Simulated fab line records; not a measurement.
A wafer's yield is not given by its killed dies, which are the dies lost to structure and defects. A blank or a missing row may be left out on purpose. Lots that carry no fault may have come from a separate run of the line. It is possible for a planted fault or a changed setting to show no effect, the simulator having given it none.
Chamber matching    flow gf180mcu    pecvd-01 running GF_V1_CVD_02: 3 sister chambers
The step deposits SiO2 from TEOS, target thk 850 nm, time 94.851 s. 16 wafers are shown with their chamber, then 8 later ones without.

## WAFERS PAIRED WITH THEIR CHAMBERS
wafer   chamber  rfFwdPowerW (W)  heaterPowerW (W)
L593.3  0        600.3            664
L593.4  2        595.3            729
L593.6  0        599.2            740
L597.1  0        597.5            784
L597.4  2        597.4            680
L597.6  0        598.0            613
L599.1  0        598.6            650
L599.5  2        598.8            741
L599.6  0        597.7            711
L601.3  2        597.5            653
L601.4  2        595.9            723
L601.5  2        597.9            778
L602.1  2        597.0            792
L602.2  1        593.4            723
L602.3  0        593.8            710
L609.1  1        594.3            736

SIGNATURES (averages over the wafers above)
reading       chamber 0  chamber 1  chamber 2  scatter within a chamber
rfFwdPowerW   597.871    593.850    597.114    1.61
heaterPowerW  696.00     729.50     728.00     51.8
Rule: a wafer's distance from a chamber is the root of the sum, over the readings, of the square of ((its reading less the chamber's mean) divided by the reading's scatter). The wafer belongs to the nearest chamber; if the next one is less than 2 further off, it can't be placed. The scatter: take each reading less its chamber's mean, square it, sum over the shown wafers, divide by the number of wafers less the number of chambers, and take the root.

## WAFERS MISSING THEIR CHAMBER
wafer   rfFwdPowerW (W)  heaterPowerW (W)
L609.2  598.3            646
L609.4  596.8            718
L611.1  592.5            680
L611.2  598.3            636
L611.5  594.9            828
L615.2  592.7            815
L615.3  598.7            707
L615.6  599.9            746

## THE CHAMBER EACH PASSED THROUGH
wafer   from the rows above           in truth
L609.2  can't be placed: 0 or 2       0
L609.4  can't be placed: 2 or 0 or 1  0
L611.1  can't be placed: 1 or 2       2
L611.2  can't be placed: 0 or 2       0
L611.5  can't be placed: 1 or 2 or 0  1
L615.2  can't be placed: 1 or 2       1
L615.3  can't be placed: 0 or 2       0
L615.6  can't be placed: 0 or 2       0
Placed correctly: 0 of 8. Unplaceable from these rows: 8, with the true chamber sitting among the candidates in 8. 0 placed wrongly.
